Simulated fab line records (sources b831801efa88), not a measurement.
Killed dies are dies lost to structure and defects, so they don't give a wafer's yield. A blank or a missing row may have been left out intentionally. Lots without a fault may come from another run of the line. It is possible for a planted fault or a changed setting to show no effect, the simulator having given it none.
Which tool is to blame? | flow gf180mcu | Sampling: 13 lots, 39 wafers, 4 of 602 route steps

== WHAT THE GAUGES SHOWED, per wafer ==
GF_POLY_GATE_THK_MEAS_17.
lot  | measured     | on            | POLY_GATE_OXIDATION_THK (nm)
L989 | day 9 11:49  | film metro-03 | 4.00 4.00 4.01
L990 | day 9 19:48  | film metro-04 | 3.86 3.91 3.79
L991 | day 10 07:05 | film metro-04 | 3.99 3.98 4.05
L992 | day 10 13:13 | film metro-03 | 3.98 4.06 4.05
L993 | day 10 13:35 | film metro-02 | 4.00 4.03 4.14
L995 | day 11 07:30 | film metro-04 | 4.04 4.04 3.95
L996 | day 11 14:49 | film metro-02 | 3.80 3.84 3.91
L999 | day 12 12:25 | film metro-02 | 3.91 4.01 3.96
L100 | day 12 16:22 | film metro-03 | 4.04 3.96 3.96
L102 | day 13 13:18 | film metro-04 | 3.97 4.12 4.02
L105 | day 14 03:28 | film metro-04 | 3.99 3.96 4.07
L106 | day 14 14:54 | film metro-03 | 4.07 3.92 3.99
L109 | day 15 12:34 | film metro-03 | 4.11 4.11 4.09

GF_SAB_THK_MEAS_01.
lot  | measured     | on            | SAB_CVD_00_THK (nm)
L989 | day 14 11:11 | film metro-02 | 50.7 51.1 50.6
L990 | day 14 21:02 | film metro-01 | 49.4 49.6 50.2
L991 | day 15 10:51 | film metro-03 | 49.2 49.5 49.6
L992 | day 15 17:17 | film metro-02 | 49.4 50.7 50.3
L993 | day 15 19:10 | film metro-02 | 48.9 50.1 49.8
L995 | day 16 16:11 | film metro-02 | 49.7 50.1 50.2
L996 | day 16 22:08 | film metro-02 | 50.7 50.3 50.5
L999 | day 17 23:19 | film metro-03 | 49.8 50.3 50.5
L100 | day 18 06:17 | film metro-03 | 50.0 50.8 51.0
L102 | day 19 07:56 | film metro-01 | 50.1 49.1 50.5
L105 | day 20 01:12 | film metro-01 | 49.4 49.0 50.1
L106 | day 20 13:31 | film metro-02 | 48.7 49.2 49.4
L109 | day 21 16:05 | film metro-02 | 48.7 63.8 65.3

== TOOL THAT RAN EACH LOT (tool first, then ch and the chambers of the sampled wafers, then the start) ==
lot  | GF_STI_ETCH_14                  | GF_SAB_CVD_00
L989 | rie si-01 ch 1,2, day 2 05:44   | pecvd-02 ch 0,1,2, day 14 11:09
L990 | rie si-01 ch 0,1,2, day 2 11:09 | pecvd-03 ch 0,2, day 14 21:02
L991 | rie si-02 ch 0,1,2, day 2 17:48 | pecvd-03 ch 0,1, day 15 10:50
L992 | rie si-01 ch 2,3, day 2 21:38   | pecvd-03 ch 1,2, day 15 17:16
L993 | rie si-01 ch 0,1,2, day 3 02:24 | pecvd-02 ch 0,2, day 15 19:08
L995 | rie si-01 ch 0,1, day 3 13:46   | pecvd-01 ch 0,1, day 16 16:10
L996 | rie si-02 ch 1,2,3, day 3 18:41 | pecvd-01 ch 0,2, day 16 22:07
L999 | rie si-02 ch 0,1,3, day 4 10:15 | pecvd-03 ch 0,1, day 17 23:16
L100 | rie si-01 ch 2,3, day 4 15:02   | pecvd-01 ch 0,2, day 18 06:16
L102 | rie si-01 ch 1,2,3, day 5 02:12 | pecvd-02 ch 0,1,2, day 19 07:55
L105 | rie si-02 ch 1,2,3, day 5 17:19 | pecvd-02 ch 0,1,2, day 20 01:10
L106 | rie si-02 ch 0,1, day 5 22:53   | pecvd-02 ch 0,1, day 20 13:30
L109 | rie si-01 ch 0,3, day 6 13:23   | pecvd-02 ch 0,2, day 21 16:04
- GF_STI_ETCH_14: etches Si in HBr/Cl2/O2, target depth 360 nm, time 102.9 s.
- GF_SAB_CVD_00: deposits SiO2 from TEOS, target thk 50 nm, time 4.9302 s.

== AS READ BY THE TOOLS THEMSELVES (means over the sampled wafers that have a number; for cases with no such wafer, the mark the record gives instead) ==
GF_STI_ETCH_14.
lot  | tool      | drypump motor current A (A) | oes product au (a.u.) | throttle valve pct (%)
L989 | rie si-01 | 6.1                         | 0.993                 | 25.660
L990 | rie si-01 | 6.0                         | 1.000                 | 25.659
L991 | rie si-02 | 5.8                         | 0.989                 | 25.661
L992 | rie si-01 | 5.4                         | 1.000                 | 25.655
L993 | rie si-01 | 6.0                         | 1.001                 | 25.650
L995 | rie si-01 | 6.6                         | 0.991                 | 25.657
L996 | rie si-02 | 5.7                         | 1.002                 | 25.654
L999 | rie si-02 | 5.7                         | 1.003                 | 25.648
L100 | rie si-01 | 5.2                         | 1.006                 | 25.647
L102 | rie si-01 | 5.7                         | 1.009                 | 25.654
L105 | rie si-02 | 5.8                         | 0.997                 | 25.661
L106 | rie si-02 | 5.8                         | 0.994                 | 25.657
L109 | rie si-01 | 6.1                         | 1.009                 | 25.652

GF_SAB_CVD_00.
lot  | tool     | heater power w (W)
L989 | pecvd-02 | 595
L990 | pecvd-03 | 679
L991 | pecvd-03 | 787
L992 | pecvd-03 | 658
L993 | pecvd-02 | 602
L995 | pecvd-01 | 717
L996 | pecvd-01 | 579
L999 | pecvd-03 | 776
L100 | pecvd-01 | 677
L102 | pecvd-02 | 571
L105 | pecvd-02 | 577
L106 | pecvd-02 | 596
L109 | pecvd-02 | 549

== THE ANSWER, worked out from the rows above alone ==
Rule: what is usual is taken from the lots themselves. Put in order of their means at a reading, lots are off if they are a third of the lots or fewer, leave a main group of 4 or more, and stand apart from it by a gap of 3 or more times the standard deviation of the main group's means; of several such gaps the widest counts. The tables above print the reading to a certain number of digits; a main group whose means all agree to those digits is not used. Also off: a lot with no number at a reading for which 4 or more lots have one. Where the step has rows for the other lots, those lots are counted as sound. After the gauges, taken in route order, come the tools' own readings; for these a lot's mean is taken, as printed above. At the first step where some lot is off, the reading lying furthest off is the one used; lots without a number count as furthest.
Off: at GF_SAB_THK_MEAS_01 (SAB_CVD_00_THK), L109. Main group: mean 50.0 nm, sd 0.49.
A tool fits if, at a process step before that reading, it ran every lot that is off, and no sound lot after the first of them. Gauges at GF_SAB_THK_MEAS_01: tried the same way as those tools. Can't be told from this: 3 tools fit, rie si-01 at GF_STI_ETCH_14, pecvd-02 at GF_SAB_CVD_00, film metro-02 at GF_SAB_THK_MEAS_01.

== WHAT THE SIMULATOR PUT IN ==
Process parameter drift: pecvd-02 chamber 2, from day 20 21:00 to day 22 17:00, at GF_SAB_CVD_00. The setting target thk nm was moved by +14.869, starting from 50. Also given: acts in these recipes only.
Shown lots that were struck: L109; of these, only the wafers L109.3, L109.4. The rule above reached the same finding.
